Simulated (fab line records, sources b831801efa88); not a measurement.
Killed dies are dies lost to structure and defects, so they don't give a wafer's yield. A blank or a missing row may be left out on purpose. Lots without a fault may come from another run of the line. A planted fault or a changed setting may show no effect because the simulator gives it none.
Split-lot experiment | flow gf180mcu | 5 lots, 17 wafers read, on a route of 602 steps

THE SPLIT
At GF_M2_METAL_ETCH_16 (etches the open film in Cl2/BCl3, stops on SiO2, target depth 627.5 nm, time 104.6 s), the setting time_s was moved away from the recipe's 104.6 s on 5 of the 17 wafers read, by -13.6% to -6.7%. The other wafers ran this setting at the recipe's value.

The reading is taken at the split's own step.

THE READING
M2.feature_depth_nm (the simulator's own value, which no gauge read), in nm, at GF_M2_METAL_ETCH_16 (etches the open film in Cl2/BCl3, stops on SiO2, target depth 627.5 nm, time 104.6 s). The file gives no usual value for it. The 12 wafers here that ran the recipe average 606.0 nm, standard deviation 6.1 nm.

wafer  | tool, chamber at the split | time_s as run, s | against the recipe | M2.feature_depth_nm, nm | against lot-mates on the recipe
L074.1 | rie_metal-04, 0            | 104.6            | recipe             | 617.2                   | -
L074.2 | rie_metal-04, 0            | 104.6            | recipe             | 610.4                   | -
L074.4 | rie_metal-04, 0            | 104.6            | recipe             | 609.9                   | -
L074.5 | rie_metal-04, 0            | 104.6            | recipe             | 616.4                   | -
L074.6 | rie_metal-04, 0            | 104.6            | recipe             | 604.7                   | -
L075.1 | rie_metal-04, 0            | 104.6            | recipe             | 601.3                   | -
L075.4 | rie_metal-04, 0            | 90.4             | -13.6%             | 535                     | -66.3
L075.5 | rie_metal-04, 1            | 90.4             | -13.6%             | 534.1                   | -67.2
L082.2 | rie_metal-01, 1            | 104.6            | recipe             | 606.8                   | -
L082.3 | rie_metal-01, 1            | 104.6            | recipe             | 604.3                   | -
L082.5 | rie_metal-01, 1            | 97.61            | -6.7%              | 581.7                   | -23.8
L083.2 | rie_metal-04, 0            | 104.6            | recipe             | 602.7                   | -
L083.3 | rie_metal-04, 1            | 92.07            | -12.0%             | 553                     | -49.7
L083.4 | rie_metal-04, 0            | 92.07            | -12.0%             | 540.4                   | -62.3
L084.1 | rie_metal-01, 1            | 104.6            | recipe             | 599.1                   | -
L084.2 | rie_metal-01, 0            | 104.6            | recipe             | 599.8                   | -
L084.4 | rie_metal-01, 1            | 104.6            | recipe             | 598.9                   | -

THE FIT
A straight line over all 17 wafers: M2.feature_depth_nm changes by +5.06 nm for each +1% of time_s; r = +0.98; the points scatter about the line by 6.5 nm.
The same after taking each lot's own level away (the mean of its wafers on the recipe; 17 wafers): +4.76 nm for each +1%; r = +0.99; scatter 4.2 nm.
On that fit, the largest move of time_s shifts the reading by 65 nm.
The lots' own levels span 599.27 to 611.72 nm, that is 2.1 times the standard deviation above.
So the lot-to-lot level changes the slope little: the two slopes agree.
Check: with one of the wafers moved furthest among these (-13.6%) left out of the fit, the line predicts -63.5 nm for it against its lot-mates. It came out at -66.3 nm against them.

THE WHOLE CHAIN: every reading that the file lists as answering this split, in the file's order
step                | what it does                                                                         | reading                                                                   | change (the file's fit)                                                               | r (the file's)
GF_M2_METAL_ETCH_16 | etches the open film in Cl2/BCl3, stops on SiO2, target depth 627.5 nm, time 104.6 s | M2.feature_depth_nm (the simulator's own value, which no gauge read)      | +4.66 nm for each +1% of the setting                                                  | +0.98
GF_M2_METAL_ETCH_16 | etches the open film in Cl2/BCl3, stops on SiO2, target depth 627.5 nm, time 104.6 s | KrF_of_M2_COAT_09.thk_nm (the simulator's own value, which no gauge read) | -2.47 nm for each +1% of the setting, in a fit together with resist_thk_nm@M2_COAT_09 | 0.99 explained
GF_M2_STRIP_17      | strips in O2/N2                                                                      | strip_time_to_endpoint_s                                                  | withheld for each +1% of the setting, in a fit together with resist_thk_nm@M2_COAT_09 | 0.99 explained

THE FILE'S OWN FIT
M2.feature_depth_nm changes by +4.66 nm for each +1% of time_s, r = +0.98.
